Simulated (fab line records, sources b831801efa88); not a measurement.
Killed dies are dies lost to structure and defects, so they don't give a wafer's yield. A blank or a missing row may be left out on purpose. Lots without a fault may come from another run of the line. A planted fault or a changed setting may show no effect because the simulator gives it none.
A struck lot beside a sound one | flow sky130 | 34 steps out of a route of 708
Sound: wafers L836.1, L836.4, L836.5. Struck: wafers L820.1, L820.4, L820.5. The cause comes at the end.
At each step with rows: each side's tool, then ch and its chambers, then its first start. Under that, the readings that differ: sound wafers | struck wafers | difference of the means | sigmas: that difference in standard deviations of wafers without a fault.
alike: readings whose means differ by less than 2 such deviations, and words and numbers that are the same on both sides. not compared: withheld readings, readings that some wafer has no value for, bounds like >300 that may hide the same value, and numbers for which the record gives no deviation and whose values overlap.
The two part at a step that has a row with sigmas, a row that says differs or no value, or rows on one side only. Numbers that don't overlap but have no deviation are shown without sigmas and don't part them. A reading that every wafer of one side lacks parts them only if that side has two wafers or more.

first, 7 steps without rows for these wafers: SKY_SONOS_TUNNEL_DEVELOP_06 (develop time 60 s); SKY_SONOS_TUNNEL_IMPLANT_09; SKY_SONOS_TUNNEL_WET_ETCH_10 (etches SiO2 in dHF, target depth 14 nm, time 280 s); SKY_SONOS_TUNNEL_STRIP_11 (strips in SPM, time 600 s); SKY_SONOS_TUNNEL_CLEAN_13 (cleans in dHF, time 20 s); SKY_SONOS_ONO_OXIDATION_00 (stabilise 600 s, purge 300 s, target thk 2.6 nm); SKY_SONOS_ONO_CVD_02 (deposits Si3N4 from DCS/NH3, target thk 10.5 nm, time 180 s).
SKY_SONOS_ONO_CVD_04: deposits SiO2 from SiH4/N2O, target thk 5.7199 nm.
  sound on lpcvd-03 ch 1, day 19 08:26; struck on lpcvd-03 ch 1, day 13 19:40
  reading                                    | sound             | struck            | difference | sigmas
  spike_tc_bottom_C (C)                      | 916.5 917.5 916.9 | 927.4 928.6 927.8 | +11.0      | +10
  spike_tc_centre_C (C)                      | 901.5 901.4 900.3 | 910.2 908.5 911.4 | +9.0       | +9
  spike_tc_lower_C (C)                       | 897.5 898.4 896.8 | 906.1 906.1 909.5 | +9.7       | +8
  spike_tc_top_C (C)                         | 910.0 912.7 911.8 | 921.9 921.9 923.0 | +10.8      | +11
  spike_tc_upper_C (C)                       | 899.1 900.9 900.3 | 910.3 913.1 910.6 | +11.2      | +9
  susceptor_temp_C (C)                       | 899.5 900.0 899.9 | 910.5 911.0 910.6 | +10.9      | +27
  model.SiO2_of_SONOS_ONO_CVD_04.thk_nm (nm) | 5.899 5.896 5.73  | 6.68 6.722 6.687  | +0.85      |
SKY_SONOS_ONO_THK_MEAS_05:
  sound on film_metro-03, day 19 09:41; struck on film_metro-02, day 13 20:55
  reading                   | sound          | struck         | difference | sigmas
  SONOS_ONO_CVD_04_THK (nm) | 5.88 5.86 5.73 | 6.67 6.76 6.65 | +0.87      | +9
then, 23 steps without rows for these wafers: SKY_SONOS_ONO_DEHYDRATE_06 (time 60 s); SKY_SONOS_ONO_HMDS_07 (prime time 60 s); SKY_SONOS_ONO_COAT_08 (resist thk 1140 nm); SKY_SONOS_ONO_SOFTBAKE_09 (time 60 s); SKY_SONOS_ONO_EXPOSE_10 (exposes mask ONOM, target cd 410 nm); SKY_SONOS_ONO_PEB_11; SKY_SONOS_ONO_DEVELOP_12 (develop time 60 s); SKY_SONOS_ONO_ETCH_15 (etches the open film in CHF3/O2, target depth 19.52 nm, time 7.8 s); SKY_SONOS_ONO_WET_ETCH_16 (etches SiO2 in dHF, target depth 14 nm, time 280 s); SKY_SONOS_ONO_STRIP_17 (strips in O2/N2); SKY_SONOS_ONO_WET_ETCH_18 (etches Si3N4 in H3PO4, target depth 15 nm, time 172 s); SKY_GATE_OXIDE_CLEAN_00 (cleans in SC1/SC2, time 150 s); SKY_GATE_OXIDE_OXIDATION_01 (stabilise 600 s, purge 300 s, target thk 10.268 nm); SKY_GATE_OXIDE_DEHYDRATE_03 (time 60 s); SKY_GATE_OXIDE_HMDS_04 (prime time 60 s); SKY_GATE_OXIDE_COAT_05 (resist thk 1140 nm); SKY_GATE_OXIDE_SOFTBAKE_06 (time 60 s); SKY_GATE_OXIDE_EXPOSE_07 (exposes mask LVOM, target cd 600 nm); SKY_GATE_OXIDE_PEB_08; SKY_GATE_OXIDE_DEVELOP_09 (develop time 60 s); SKY_GATE_OXIDE_IMPLANT_11; SKY_GATE_OXIDE_WET_ETCH_12 (etches SiO2 in dHF, target depth 16.8 nm, time 336 s); SKY_GATE_OXIDE_STRIP_13 (strips in O2/N2).
-- the record jumps here: 2 days lie between the struck wafers' starts before and after --
SKY_GATE_OXIDE_CLEAN_15: cleans in SC1/SC2, time 150 s.
  sound on wet_bench-03 ch 0, day 22 00:59; struck on wet_bench-01 ch 3, day 16 05:49
  reading                                    | sound             | struck            | difference | sigmas
  model.SiO2_of_SONOS_ONO_CVD_04.thk_nm (nm) | 4.389 4.384 4.217 | 5.152 5.199 5.158 | +0.840     |
-- the record jumps here: 31 days lie between the struck wafers' starts before and after (it left off in module GATE_OXIDE and takes up again in module PAD_OPEN, whose first step shown is number 708 of the route) --
SKY_PAD_OPEN_PROBE_99:
  sound on prober-01, day 50 22:37; struck on prober-02, day 47 14:28
  reading                                     | sound                | struck               | difference | sigmas
  killed_at_front_end                         | 13 22 20             | 9 6 11               | -10        | -2
  model.etest.sonos_erased.drive_ua_um        | 171 185.5 178.8      | 120.5 130 129.8      | -51.7      |
  model.etest.sonos_uncharged.r_on_ohm_um     | 826.2 815.6 815.7    | 841.7 862.7 861.5    | +36.1      |
  model.etest.cap_ono.gate_log10_a_cm2        | -8.187 -8.21 -7.936  | -9.369 -9.394 -9.512 | -1.314     |
  model.etest.sonos_programmed.off_log10_a_um | -14.04 -13.88 -13.85 | -11.96 -12.61 -12.56 | +1.55      |
  model.etest.cap_ono.gate_bv_v (V)           | 16.68 17.24 16.88    | 17.31 17.89 17.7     | +0.70      |
  model.etest.cap_ono.tox_acc_nm (nm)         | 13.08 13.08 12.94    | 14.01 14.03 14.04    | +0.99      |
  model.etest.sonos_programmed.vt_v (V)       | 1.359 1.349 1.382    | 0.8104 0.853 0.84    | -0.5289    |
  model.etest.sonos_erased.vt_v (V)           | -2.218 -2.247 -2.279 | -1.669 -1.679 -1.64  | +0.585     |
  alike: killed_at_M0_to_M3, killed_at_M4_up, killed_at_contacts, killed_at_other, killed_dies, killed_open, killed_short

WHERE THEY PART
First at SKY_SONOS_ONO_CVD_04; last, within this record, at SKY_PAD_OPEN_PROBE_99.

WHY: what the simulator had put in
Process parameter drift: lpcvd-03, from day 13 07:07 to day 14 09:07, at SKY_SONOS_ONO_CVD_04. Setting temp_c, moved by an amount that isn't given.
